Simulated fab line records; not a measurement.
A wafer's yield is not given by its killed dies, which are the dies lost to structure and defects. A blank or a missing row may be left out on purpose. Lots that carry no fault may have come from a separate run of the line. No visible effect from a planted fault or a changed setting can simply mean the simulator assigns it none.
A struck lot beside a sound one ; flow sky130 ; 18 steps out of a route of 708
Sound: the wafers L972.1, L972.2, L972.4. Struck: wafers L967.1, L967.2, L967.3. At the end, the cause is stated.
Per side, at each step with rows, come the tool, then ch with its chambers, and then its first start. Under that, the readings that differ: sound wafers ; struck wafers ; difference of the means ; sigmas: that difference in standard deviations of wafers without a fault.
alike: readings whose means differ by less than 2 such deviations, and words and numbers that are the same on both sides. not compared: withheld readings, readings that some wafer has no value for, bounds like >300 that may hide the same value, and numbers for which the record gives no deviation and whose values overlap.
The two part at a step that has a row with sigmas, a row that says differs or no value, or rows on one side only. Numbers that don't overlap but have no deviation are shown without sigmas and don't part them. A reading that every wafer of one side lacks parts them only if that side has two wafers or more.

first, 1 step without rows for these wafers: SKY_FIELD_ISO_ANNEAL_26 (time 1800 s).
SKY_FIELD_ISO_CMP_27: polishes, stops on Si3N4, t overpolish 16 s, target thk 457.8 nm.
  sound on cmp-01 ch 1,2,3, day 5 17:56; struck on cmp-01 ch 1,2,3, day 4 16:07
  alike: motor-current-A, overpolish-run-s, time-to-endpoint-s
then, 5 steps without rows for these wafers: SKY_FIELD_ISO_WET_ETCH_28 (etches SiO2 in dHF, target depth 23.7 nm, time 47 s); SKY_FIELD_ISO_WET_ETCH_29 (etches Si3N4 in H3PO4, target depth 160 nm, time 1825 s); SKY_FIELD_ISO_WET_ETCH_30 (etches SiO2 in dHF, target depth 25 nm, time 50 s); SKY_NWELL_CLEAN_00 (cleans in SC1/SC2, time 150 s); SKY_NWELL_OXIDATION_01 (stabilise 600 s, purge 300 s, target thk 10 nm).
SKY_NWELL_THK_MEAS_02:
  struck on film-metro-01, day 4 23:40; sound on film-metro-02, day 6 00:43
  alike: NWELL_OXIDATION_THK
then, 4 steps without rows for these wafers: SKY_DNWELL_DEHYDRATE_00 (time 60 s); SKY_DNWELL_HMDS_01 (prime time 60 s); SKY_DNWELL_COAT_02 (resist thk 3000 nm); SKY_DNWELL_SOFTBAKE_03.
SKY_DNWELL_EXPOSE_04: exposes mask DNM, target cd 3000 nm.
  sound on iline-stepper-01 ch 0, day 6 09:23; struck on iline-stepper-01, day 5 08:11
  no value came back on the struck wafers for exposure-dose-mJ-cm2, focus-offset-nm (nm); on the sound wafers exposure-dose-mJ-cm2 reads 222.28 222.05 222.16
  alike: mask
then, 3 steps without rows for these wafers: SKY_DNWELL_PEB_05; SKY_DNWELL_DEVELOP_06 (develop time 60 s); SKY_DNWELL_IMPLANT_07.
SKY_DNWELL_STRIP_08: strips in O2/N2.
  sound on plasma-asher-02 ch 0,1, day 6 18:07; struck on plasma-asher-02 ch 0,1, day 5 17:17
  alike: drypump-motor-current-A, oes-product-au, strip-time-to-endpoint-s
  not compared: rf-hours-counter-h
SKY_DNWELL_TW_MEAS_09:
  struck on film-metro-02, day 5 17:37; sound on film-metro-01, day 6 18:13
reading;sound;struck;difference;sigmas
DNWELL_TW;1114 1108 1102;30 30 30;-1078;-99 or more
  not compared: hold

== WHERE THEY PART ==
Earliest at SKY_DNWELL_EXPOSE_04; latest, in this record, at SKY_DNWELL_TW_MEAS_09.

WHY: whatever the simulator had introduced
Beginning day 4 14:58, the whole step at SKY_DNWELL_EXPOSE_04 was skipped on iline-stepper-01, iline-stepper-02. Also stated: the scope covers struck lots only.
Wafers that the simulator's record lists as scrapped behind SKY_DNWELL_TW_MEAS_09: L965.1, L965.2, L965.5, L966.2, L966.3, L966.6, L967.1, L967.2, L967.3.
